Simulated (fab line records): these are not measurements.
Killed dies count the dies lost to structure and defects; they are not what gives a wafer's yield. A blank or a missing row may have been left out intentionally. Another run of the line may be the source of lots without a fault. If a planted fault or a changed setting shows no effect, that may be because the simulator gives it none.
One fault through the eyes of 2 desks / flow sfq_line / what lay behind the numbers comes last; until then each desk has only its own

## DESK OF THE TOOL OWNER: cmp-02
The tool's own readings at SFQ_TRILAYER_I0_CMP_CMP_028 (polishes SiO2): means of the sampled wafers that have a number, for each lot that ran on this tool. A lot is out of limits, marked OUT, if its mean lies more than 4 standard deviations from the usual mean; the brackets give that distance.
Columns: A = motor_current_A at SFQ_TRILAYER_I0_CMP_CMP_028, usual 10.3 A; B = slurry_flow_ml_min at SFQ_TRILAYER_I0_CMP_CMP_028, usual 150.0; C = time_to_endpoint_s at SFQ_TRILAYER_I0_CMP_CMP_028, usual 217 s
lot=L547; first seen here=day 7 10:53; A=10.7; B=150.4; C=209
lot=L548; first seen here=day 7 17:55; A=11.0; B=150.1; C=217
lot=L550; first seen here=day 8 07:07; A=10.6; B=150.4; C=213
lot=L554; first seen here=day 9 07:33; A=10.9; B=149.8; C=219
lot=L559; first seen here=day 11 05:31; A=10.5; B=149.4; C=222
Result from this desk: across the 5 lots, nothing is out of limits.

## METROLOGY DESK
Means of the sampled wafers that have a number, per lot and without regard to the tool the lot ran on: this is what the gauges read. A lot is out of limits, marked OUT, if its mean lies more than 4 standard deviations from the usual mean; the brackets give that distance.
Columns: A = M1_NB_RS at SFQ_M1_RS_MEAS_909, usual 0.891 ohm/sq
lot=L547; first seen here=day 9 22:14; A=0.883
lot=L548; first seen here=day 10 05:25; A=0.883
lot=L549; first seen here=day 10 10:18; A=0.897
lot=L550; first seen here=day 10 19:50; A=0.877
lot=L551; first seen here=day 11 00:41; A=0.892
lot=L552; first seen here=day 11 05:26; A=0.891
lot=L553; first seen here=day 11 10:16; A=0.896
lot=L554; first seen here=day 11 19:22; A=0.911
lot=L559; first seen here=day 13 11:35; A=0.892
lot=L562; first seen here=day 14 14:01; A=0.878
lot=L565; first seen here=day 15 11:20; A=0.886
lot=L568; first seen here=day 16 00:41; A=0.886
lot=L570; first seen here=day 16 13:41; A=0.921
Result from this desk: across the 13 lots, nothing is out of limits.

## BROUGHT TOGETHER
The tool owner's desk saw nothing out of limits.
Nothing out of limits was seen by the metrology desk.

## WHAT THE SIMULATOR HAD INSERTED
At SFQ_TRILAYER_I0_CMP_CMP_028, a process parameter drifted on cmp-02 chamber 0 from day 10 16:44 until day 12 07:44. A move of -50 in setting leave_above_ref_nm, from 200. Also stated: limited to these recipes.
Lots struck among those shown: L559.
